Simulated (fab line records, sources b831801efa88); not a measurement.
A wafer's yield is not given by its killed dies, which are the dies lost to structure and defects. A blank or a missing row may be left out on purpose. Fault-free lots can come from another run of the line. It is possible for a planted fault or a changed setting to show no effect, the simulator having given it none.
Comparing a struck lot with a sound one / flow gf180mcu / 14 out of 602 route steps
Sound: the wafers L445.1, L445.2, L445.6. The struck wafers were L436.4, L436.5, L436.6. At the end, the cause is stated.
Order at every step that has rows: each side's tool, ch and its chambers, its first start. Under that, the readings that differ: sound wafers / struck wafers / difference of the means / sigmas: that difference in standard deviations of wafers without a fault.
alike: a reading whose means differ by less than 2 such deviations, as well as words and numbers matching on both sides. not compared: withheld readings; readings where some wafer has no value; bounds like >300 that might hide an equal value; numbers whose values overlap and for which the record gives no deviation.
Wherever a step has rows on one side only, a row that says differs or no value, or a row with sigmas, the two part there. Numbers that don't overlap but have no deviation are shown without sigmas and don't part them. A reading missing from all wafers of one side parts the sides only when that side holds two or more wafers.

first, 6 steps without rows for these wafers: GF_M4_HMDS_08 (prime time 60 s); GF_M4_COAT_09 (resist thk 1000 nm); GF_M4_SOFTBAKE_10 (time 60 s); GF_M4_EXPOSE_11 (exposes mask Metal4, target cd 280 nm); GF_M4_PEB_12 (peb time 90 s); GF_M4_DEVELOP_13 (develop time 60 s).
GF_M4_CD_MEAS_14: the cd target is 280 nm.
  sound on cd-sem-02, day 29 04:59; struck on cd-sem-01, day 26 00:27
  alike: cd-nm
GF_M4_OVL_MEAS_15:
  sound on overlay-02, day 29 05:06; struck on overlay-01, day 26 00:32
  alike: M4_OVL
GF_M4_METAL_ETCH_16: etches the open film in Cl2/BCl3, stops on SiO2, target depth 627.5 nm, time 104.6 s.
  sound on rie-metal-03 ch 0,1, day 29 05:08; struck on rie-metal-04 ch 0,1, day 26 00:35
  alike: bcl3-flow-sccm, drypump-motor-current-A, oes-product-au, throttle-valve-pct
  not compared: rf-hours-counter-h
GF_M4_STRIP_17: strips in O2/N2.
  sound on plasma-asher-04 ch 0,1, day 29 05:15; struck on plasma-asher-02 ch 0,1, day 26 00:41
  alike: drypump-motor-current-A, heater-power-w, n2-flow-sccm, oes-product-au, strip-time-to-endpoint-s
  not compared: rf-hours-counter-h
then, 2 steps without rows for these wafers: GF_M4_STRIP_18 (strips in post etch residue remover, time 1200 s); GF_M4_CLEAN_19 (cleans in DIW).
GF_V4_CVD_00: deposits SiO2, target thk 600 nm, time 100 s.
  sound on hdpcvd-01 ch 0,2, day 29 05:49; struck on hdpcvd-02 ch 0,1,2, day 26 01:17
  no value came back on the struck wafers for pressure-mtorr (mTorr), run-length-s (s), time-s (s); on the sound wafers pressure-mtorr (mTorr) reads 6.002 6.006 5.978
GF_PASSIVATION_PROBE_99:
  rows exist in the record for the sound wafers here (prober-01, day 34 01:51), none for the struck ones

WHERE THEY PART
Earliest at GF_V4_CVD_00; latest, in this record, at GF_PASSIVATION_PROBE_99.

WHY: what had been put in by the simulator
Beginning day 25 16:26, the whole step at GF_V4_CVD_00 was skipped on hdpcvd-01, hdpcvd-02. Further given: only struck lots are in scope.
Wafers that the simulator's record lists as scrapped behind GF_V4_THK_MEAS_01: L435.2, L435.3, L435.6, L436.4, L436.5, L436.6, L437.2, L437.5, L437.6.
